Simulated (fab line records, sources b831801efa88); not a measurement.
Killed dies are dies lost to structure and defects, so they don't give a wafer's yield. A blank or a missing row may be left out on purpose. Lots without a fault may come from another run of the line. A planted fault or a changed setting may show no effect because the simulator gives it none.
fab line records | flow sky130
record lots=14 wafers=42 last_day=50
route steps=708 shown FIELD_ISO@26 NWELL@34 PWDE@54
lots that met no fault: from a run of the same line without faults
start_h: hours from the record's first day to the start of the lot's first wafer shown | wait_h: hours since the lot's step before | " the same as in the row above | L1.1+2: a row that stands for several wafers | - no value, or no start given | * or withheld: withheld | < > ~ a bound
route shown NAME@n: a module of which the file shows steps, and the number in the route of the first | usual: mean/standard deviation of fault-free wafers | same: alike in all rows | chamber/n: place in a boat | sites: the reading at each site | _std_site: their standard deviation | _edge_site: outer sites' mean less inner sites' | radius_mm: how far each site lies from the wafer's centre | mask NAME#n: copy n | behind: the tool/chamber that last shaped the wafer | hold: why the lot was held/for how many hours/how that ended | device: the transistor (n, p or np) that didn't switch | end of line: the same wafers' tests at the end of the route | a step without rows: its recipe alone | killed: dies lost to structure and defects at the first sort, not the wafer's yield | map: a wafer's dies, x killed, . not, _ none there
set.NAME: the setting as run; set.NAME@STEP: as run at that earlier step | model.NAME: the simulator's own value behind a step, which no gauge read
steps of the route over a sample of lots; a table a step, a row a wafer
services: from which hour (start_h, from the record's first day; less than 0 if before it) a tool's chamber was out of use, for how many hours, and why
## steps
# step SKY_FIELD_ISO_THK_MEAS_25
# recipe reads=SiO2_of_FIELD_ISO_CVD_24
# usual FIELD_ISO_CVD_24_THK=591/12
# columns lot.wafer tool chamber start_h wait_h FIELD_ISO_CVD_24_THK[nm]
L258.2 film_metro-03 - 36.68 0.0 592
L258.3 " - " " 594
L258.5 " - " " 591
L259.4 film_metro-01 - 46.47 0.0 585
L259.5 " - " " 613
L259.6 " - " " 597
L262.1 film_metro-03 - 60.63 0.0 587
L262.3 " - " " 590
L262.6 " - " " 589
L261.2 film_metro-01 - 60.64 0.0 610
L261.3 " - " " 595
L261.4 " - " " 581
L263.2 film_metro-04 - 68.65 0.0 601
L263.5 " - " " 603
L263.6 " - " " 587
L264.1 film_metro-04 - 69.20 0.0 591
L264.4 " - " " 605
L264.6 " - " " 580
L271.1 film_metro-01 - 104.79 0.1 607
L271.3 " - " " 583
L271.5 " - " " 608
L272.3 film_metro-03 - 110.51 0.1 578
L272.4 " - " " 570
L272.6 " - " " 580
L273.1 film_metro-04 - 115.92 0.0 601
L273.3 " - " " 574
L273.6 " - " " 610
L274.1 film_metro-04 - 119.58 0.0 582
L274.3 " - " " 577
L274.6 " - " " 580
L275.1 film_metro-01 - 124.58 0.1 577
L275.5 " - " " 581
L275.6 " - " " 604
L276.2 film_metro-03 - 130.20 0.0 581
L276.3 " - " " 582
L276.6 " - " " 579
L277.2 film_metro-01 - 135.98 0.0 577
L277.5 " - " " 582
L277.6 " - " " 585
L280.1 film_metro-01 - 152.98 0.0 576
L280.3 " - " " 617
L280.5 " - " " 588
# step SKY_NWELL_THK_MEAS_02
# recipe reads=SiO2_of_NWELL_OXIDATION_01
# usual NWELL_OXIDATION_THK=9.92/0.16
# columns lot.wafer tool chamber start_h wait_h NWELL_OXIDATION_THK[nm]
L258.2 film_metro-03 - 52.17 0.0 9.63
L258.3 " - " " 9.90
L258.5 " - " " 9.80
L259.4 film_metro-04 - 59.36 0.0 10.11
L259.5 " - " " 10.15
L259.6 " - " " 9.95
L261.2 film_metro-04 - 65.70 0.0 9.91
L261.3 " - " " 9.78
L261.4 " - " " 9.80
L262.1 film_metro-03 - 66.22 0.0 9.85
L262.3 " - " " 9.85
L262.6 " - " " 10.06
L263.2 film_metro-03 - 74.12 0.0 9.55
L263.5 " - " " 9.52
L263.6 " - " " 9.80
L264.1 film_metro-04 - 74.81 0.0 10.15
L264.4 " - " " 10.06
L264.6 " - " " 9.92
L271.1 film_metro-02 - 108.71 0.0 9.78
L271.3 " - " " 9.83
L271.5 " - " " 9.67
L272.3 film_metro-03 - 115.41 0.0 9.98
L272.4 " - " " 9.92
L272.6 " - " " 9.81
L273.1 film_metro-03 - 121.73 0.0 9.75
L273.3 " - " " 9.69
L273.6 " - " " 9.76
L274.1 film_metro-02 - 123.94 0.0 10.01
L274.3 " - " " 10.01
L274.6 " - " " 10.02
L275.1 film_metro-02 - 128.88 0.0 10.10
L275.5 " - " " 9.94
L275.6 " - " " 9.86
L276.2 film_metro-03 - 137.24 0.0 9.80
L276.3 " - " " 9.69
L276.6 " - " " 9.82
L277.2 film_metro-02 - 142.90 0.0 10.06
L277.5 " - " " 10.14
L277.6 " - " " 10.01
L280.1 film_metro-04 - 157.75 0.0 9.90
L280.3 " - " " 10.01
L280.5 " - " " 10.14
# step SKY_PWDE_STRIP_09
# recipe chemistry=O2/N2 power_w=1400 pressure_mtorr=1500 platen_temp_c=withheld o2_flow_sccm=3000 n2_flow_sccm=300 overash_fraction=0.5
# usual chamber_pressure_mTorr=1499.9/1.4 drypump_motor_current_A=5.6/0.47 oes_product_au=0.722/0.0045 strip_time_to_endpoint_s=36.96/0.11
# same overash_fraction=0.5
# columns lot.wafer tool chamber start_h wait_h chamber_pressure_mTorr drypump_motor_current_A oes_product_au rf_hours_counter_h strip_time_to_endpoint_s
L258.2 plasma_asher-02 1 85.89 0.1 1500.7 5.4 0.730 42 36.82
L258.3 " 0 " " 1499.2 4.9 0.725 - 36.94
L258.5 " 1 " " 1500.4 5.4 0.723 - 36.77
L259.4 plasma_asher-01 0 93.60 0.1 1502.1 6.4 0.726 - 37.13
L259.5 " 0 " " 1499.2 6.4 0.724 - 37.09
L259.6 " 1 " " 1499.7 5.6 0.731 - 37.10
L261.2 plasma_asher-02 0 99.27 0.1 1497.7 4.9 0.723 43 37.02
L261.3 " 0 " " 1499.0 4.9 0.725 - 37.18
L261.4 " 1 " " 1499.1 5.4 0.737 - 37.04
L262.1 plasma_asher-04 0 100.27 0.1 1499.0 5.8 0.722 28 37.08
L262.3 " 1 " " 1499.8 6.0 0.723 - 37.23
L262.6 " 0 " " 1501.3 5.8 0.720 - 37.18
L263.2 plasma_asher-04 1 109.12 0.1 1499.1 6.0 0.725 28 37.04
L263.5 " 0 " " 1499.2 5.7 0.721 - 37.13
L263.6 " 1 " " 1501.6 6.0 0.724 - 37.22
L264.1 plasma_asher-01 0 109.47 0.1 1497.1 6.4 0.724 41 37.11
L264.4 " 1 " " 1501.8 5.6 0.730 - 37.03
L264.6 " 0 " " 1500.8 6.4 0.717 - 37.04
L271.1 plasma_asher-04 0 146.47 0.1 1497.0 5.8 0.723 32 37.10
L271.3 " 1 " " 1498.5 6.0 0.724 - 36.84
L271.5 " 0 " " 1500.1 5.8 0.711 - 36.88
L272.3 plasma_asher-04 0 154.44 0.1 1498.2 5.7 0.720 - 37.12
L272.4 " 1 " " 1500.9 6.0 0.718 - 36.97
L272.6 " 1 " " 1499.5 6.0 0.718 - 37.13
L273.1 plasma_asher-02 1 161.19 0.1 1500.7 5.4 0.723 49 36.88
L273.3 " 0 " " 1498.9 4.9 0.722 - 36.85
L273.6 " 0 " " 1500.8 4.9 0.721 - 36.90
L274.1 plasma_asher-04 0 163.37 0.1 1499.3 5.7 0.725 34 37.07
L274.3 " 1 " " 1501.0 6.0 0.722 - 36.97
L274.6 " 1 " " 1500.1 6.0 0.719 - 37.06
L275.1 plasma_asher-01 0 168.14 0.1 1499.4 6.4 0.719 47 36.94
L275.5 " 1 " " 1498.1 5.6 0.729 - 37.10
L275.6 " 0 " " 1500.6 6.4 0.724 - 36.96
L276.2 plasma_asher-04 0 176.70 0.1 1500.7 5.7 0.728 35 36.84
L276.3 " 0 " " 1499.1 5.8 0.724 - 36.89
L276.6 " 0 " " 1497.5 5.8 0.726 - 36.99
L277.2 plasma_asher-02 1 182.79 0.1 1498.4 5.4 0.723 51 36.99
L277.5 " 0 " " 1500.0 4.9 0.726 - 36.96
L277.6 " 1 " " 1500.8 5.4 0.720 - 37.03
L280.1 plasma_asher-02 1 199.40 0.1 1501.6 5.4 0.722 53 36.84
L280.3 " 1 " " 1502.0 5.4 0.718 - 36.90
L280.5 " 1 " " 1500.0 5.4 0.725 - 36.89
# step SKY_NWELL_STRIP_14
# recipe chemistry=O2/N2 power_w=1400 pressure_mtorr=1500 platen_temp_c=withheld o2_flow_sccm=3000 n2_flow_sccm=300 overash_fraction=0.5
# usual chamber_pressure_mTorr=1499.9/1.4 drypump_motor_current_A=5.6/0.57 oes_product_au=0.722/0.0046 overash_fraction=0.5/0 strip_time_to_endpoint_s=36.92/0.12
# columns lot.wafer tool chamber start_h wait_h chamber_pressure_mTorr drypump_motor_current_A oes_product_au overash_fraction rf_hours_counter_h strip_time_to_endpoint_s
L258.2 plasma_asher-04 0 104.12 0.1 1500.7 5.7 0.731 0.5 28 36.86
L258.3 " 0 " " 1497.4 5.7 0.725 0.5 - 36.86
L258.5 " 1 " " 1498.3 6.0 0.719 0.5 - 36.77
L259.4 plasma_asher-04 1 111.69 0.1 1499.8 6.0 0.719 0.5 - 36.92
L259.5 " 0 " " 1498.8 5.8 0.715 0.5 - 37.02
L259.6 " 1 " " 1498.6 6.0 0.725 0.5 - 36.97
L261.2 plasma_asher-02 1 117.59 0.1 1500.8 5.4 0.718 0.5 45 36.81
L261.3 " 0 " " 1500.6 4.9 0.720 0.5 - 36.97
L261.4 " 1 " " 1501.4 5.4 0.729 0.5 - 36.90
L262.1 plasma_asher-04 0 118.97 0.1 - - - - - -
L262.3 " 1 " " - - - - - -
L262.6 " 1 " " - - - - - -
L263.2 plasma_asher-04 1 128.37 0.1 - - - - - -
L263.5 " 1 " " - - - - - -
L263.6 " 0 " " - - - - - -
L264.1 plasma_asher-02 0 129.05 0.1 1501.2 5.0 0.721 0.5 46 36.74
L264.4 " 1 " " 1501.8 5.4 0.720 0.5 - 36.69
L264.6 " 0 " " 1501.5 5.0 0.719 0.5 - 36.73
L271.1 plasma_asher-03 1 166.64 0.1 1501.6 6.3 0.728 0.5 5 36.94
L271.3 " 0 " " 1500.4 4.9 0.721 0.5 - 36.95
L271.5 " 1 " " 1501.3 6.3 0.715 0.5 - 36.93
L272.3 plasma_asher-02 1 174.77 0.1 1498.4 5.4 0.718 0.5 - 36.87
L272.4 " 0 " " 1500.8 4.9 0.728 0.5 - 36.97
L272.6 " 1 " " 1500.2 5.4 0.708 0.5 - 37.03
L273.1 plasma_asher-03 0 181.74 0.1 1501.2 4.9 0.728 0.5 6 36.92
L273.3 " 0 " " 1497.0 4.9 0.723 0.5 - 36.94
L273.6 " 1 " " 1502.5 6.3 0.722 0.5 - 36.84
L274.1 plasma_asher-03 0 183.90 0.1 1500.8 4.9 0.725 0.5 6 37.07
L274.3 " 1 " " 1499.0 6.3 0.723 0.5 - 37.14
L274.6 " 1 " " 1500.2 6.3 0.720 0.5 - 37.11
L275.1 plasma_asher-04 0 188.64 0.1 1498.8 5.7 0.721 0.5 36 37.05
L275.5 " 1 " " 1499.3 5.9 0.724 0.5 - 36.90
L275.6 " 0 " " 1500.7 5.7 0.724 0.5 - 36.83
L276.2 plasma_asher-03 1 197.77 0.1 1498.7 6.4 0.721 0.5 8 36.92
L276.3 " 0 " " 1498.7 4.9 0.722 0.5 - 36.96
L276.6 " 1 " " 1497.2 6.3 0.726 0.5 - 36.97
L277.2 plasma_asher-03 0 204.29 0.1 1501.3 4.9 0.726 0.5 8 36.81
L277.5 " 0 " " 1501.2 4.9 0.725 0.5 - 36.69
L277.6 " 1 " " 1499.8 6.3 0.714 0.5 - 36.70
L280.1 plasma_asher-03 0 222.15 0.1 1500.2 4.9 0.723 0.5 10 36.81
L280.3 " 1 " " 1499.5 6.3 0.722 0.5 - 36.88
L280.5 " 1 " " 1502.5 6.3 0.720 0.5 - 36.88
# step SKY_NWELL_STRIP_25
# recipe chemistry=O2/N2 power_w=1400 pressure_mtorr=1500 platen_temp_c=withheld o2_flow_sccm=3000 n2_flow_sccm=300 overash_fraction=0.5
# usual chamber_pressure_mTorr=1499.9/1.3 drypump_motor_current_A=5.4/0.5 oes_product_au=0.722/0.0042 strip_time_to_endpoint_s=36.92/0.11
# same overash_fraction=0.5
# columns lot.wafer tool chamber start_h wait_h chamber_pressure_mTorr drypump_motor_current_A oes_product_au rf_hours_counter_h strip_time_to_endpoint_s
L258.2 plasma_asher-02 0 122.64 0.1 1500.8 4.9 0.719 46 36.84
L258.3 " 0 " " 1500.0 4.9 0.724 - 36.90
L258.5 " 1 " " 1498.8 5.4 0.723 - 36.76
L259.4 plasma_asher-02 0 130.82 0.1 1500.1 4.9 0.734 - 37.05
L259.5 " 1 " " 1499.6 5.4 0.721 - 37.04
L259.6 " 0 " " 1496.2 4.9 0.721 - 37.01
L261.2 plasma_asher-02 1 136.79 0.1 1498.8 5.4 0.724 47 36.96
L261.3 " 1 " " 1498.8 5.4 0.725 - 36.95
L261.4 " 0 " " 1499.4 4.9 0.714 - 37.00
L262.1 plasma_asher-03 1 137.62 0.1 1499.0 6.3 0.736 2 81.29
L262.3 " 0 " " 1499.3 4.9 0.739 - 81.18
L262.6 " 0 " " 1499.9 4.9 0.740 - 81.26
L263.2 plasma_asher-03 0 147.54 0.1 1500.2 4.9 0.740 3 81.30
L263.5 " 0 " " 1501.4 4.9 0.743 - 81.28
L263.6 " 1 " " 1501.7 6.3 0.738 - 81.42
L264.1 plasma_asher-02 0 148.37 0.1 1501.0 4.9 0.719 48 37.06
L264.4 " 0 " " 1499.2 4.9 0.718 - 36.92
L264.6 " 0 " " 1500.8 5.0 0.728 - 36.90
L271.1 plasma_asher-02 1 187.39 0.1 1496.4 5.4 0.722 52 36.93
L271.3 " 0 " " 1499.4 5.0 0.723 - 36.91
L271.5 " 0 " " 1499.1 4.9 0.717 - 36.99
L272.3 plasma_asher-03 0 195.81 0.1 1498.4 4.9 0.718 - 36.95
L272.4 " 1 " " 1498.9 6.3 0.726 - 36.92
L272.6 " 0 " " 1500.9 4.9 0.717 - 36.95
L273.1 plasma_asher-04 0 203.64 0.1 1497.9 5.8 0.718 38 36.90
L273.3 " 0 " " 1500.4 5.8 0.720 - 36.87
L273.6 " 1 " " 1500.2 6.0 0.719 - 36.93
L274.1 plasma_asher-04 0 205.00 0.1 1499.8 5.7 0.717 38 37.11
L274.3 " 1 " " 1499.6 6.0 0.724 - 37.23
L274.6 " 1 " " 1499.7 6.0 0.727 - 37.19
L275.1 plasma_asher-03 0 210.70 0.1 1499.5 4.9 0.722 9 36.76
L275.5 " 1 " " 1500.0 6.3 0.725 - 36.72
L275.6 " 0 " " 1499.2 4.9 0.726 - 36.86
L276.2 plasma_asher-02 0 219.57 0.1 1501.5 5.0 0.717 53 36.77
L276.3 " 0 " " 1502.2 5.0 0.723 - 36.90
L276.6 " 1 " " 1502.2 5.4 0.723 - 36.81
L277.2 plasma_asher-03 1 226.92 0.1 1496.1 6.4 0.721 11 36.91
L277.5 " 1 " " 1499.5 6.3 0.733 - 36.84
L277.6 " 0 " " 1502.6 4.9 0.722 - 36.83
L280.1 plasma_asher-04 1 244.94 0.1 1498.8 6.0 0.720 42 36.96
L280.3 " 1 " " 1500.5 6.0 0.723 - 37.00
L280.5 " 0 " " 1499.3 5.7 0.730 - 36.98
# step SKY_NWELL_TW_MEAS_26
# usual NWELL_2_TW=497/4.3
# columns lot.wafer tool chamber start_h wait_h NWELL_2_TW
L258.2 film_metro-03 - 122.75 0.1 500
L258.3 " - " " 502
L258.5 " - " " 499
L259.4 film_metro-04 - 130.92 0.1 502
L259.5 " - " " 502
L259.6 " - " " 502
L261.2 film_metro-04 - 136.90 0.1 501
L261.3 " - " " 499
L261.4 " - " " 499
L262.1 film_metro-04 - 137.72 0.1 30
L262.3 " - " " 30
L262.6 " - " " 30
L263.2 film_metro-04 - 147.65 0.1 30
L263.5 " - " " 30
L263.6 " - " " 30
L264.1 film_metro-04 - 148.47 0.1 497
L264.4 " - " " 496
L264.6 " - " " 497
L271.1 film_metro-04 - 187.49 0.1 502
L271.3 " - " " 497
L271.5 " - " " 498
L272.3 film_metro-02 - 195.89 0.1 492
L272.4 " - " " 491
L272.6 " - " " 490
L273.1 film_metro-02 - 203.74 0.1 494
L273.3 " - " " 493
L273.6 " - " " 492
L274.1 film_metro-02 - 205.10 0.1 491
L274.3 " - " " 490
L274.6 " - " " 489
L275.1 film_metro-03 - 210.80 0.1 499
L275.5 " - " " 500
L275.6 " - " " 500
L276.2 film_metro-04 - 219.68 0.1 501
L276.3 " - " " 503
L276.6 " - " " 501
L277.2 film_metro-02 - 227.03 0.1 489
L277.5 " - " " 491
L277.6 " - " " 493
L280.1 film_metro-04 - 245.04 0.1 497
L280.3 " - " " 500
L280.5 " - " " 498
## services
# columns tool chamber start_h hours kind
plasma_asher-04 - 67.75 3.5 repair
plasma_asher-03 - 108.75 9.0 pm
plasma_asher-03 0 108.75 9.0 vent_cycle
plasma_asher-03 1 108.75 9.0 vent_cycle
plasma_asher-03 - 110.28 3.5 repair
plasma_asher-04 - 112.68 1.3 repair
plasma_asher-03 0 117.75 - clean
plasma_asher-03 1 117.75 - clean
plasma_asher-02 - 153.70 0.9 repair
plasma_asher-02 - 184.78 1.8 repair
plasma_asher-02 - 201.39 14.6 pm
## key
first_sign step=SKY_NWELL_STRIP_14 reading=tool_record direction=missing
effect step=SKY_NWELL_STRIP_25 reading=strip_time_to_endpoint_s direction=up sigmas=99+ usual=* struck=*
effect step=SKY_NWELL_TW_MEAS_26 reading=NWELL_2_TW direction=down sigmas=99+ usual=497 struck=30
met_at SKY_NWELL_STRIP_14
struck_lots L262,L263
sort_left_out L262.1,L262.3,L262.6,L263.2,L263.5,L263.6
tester_left_out L262,L263
not_acting_at SKY_FIELD_ISO_THK_MEAS_25,SKY_NWELL_THK_MEAS_02,SKY_PWDE_STRIP_09
onset_between 111.69 118.97
fault kind=skipped_step_whole tool=plasma_asher-04 chamber=- onset_h=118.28 steps=SKY_NWELL_STRIP_14 scope=struck_lots_only
# tester_left_out: of these lots the tester's yield and bins aren't shown, on N5 and GAA mostly nor the transistor test; their killed dies are dies lost to structure and defects alone, not to doping, threshold or leakage, so they don't give the yield
# sort_left_out: the simulated sort isn't trusted on such a fault, so these wafers' sort isn't shown, and their yield isn't known
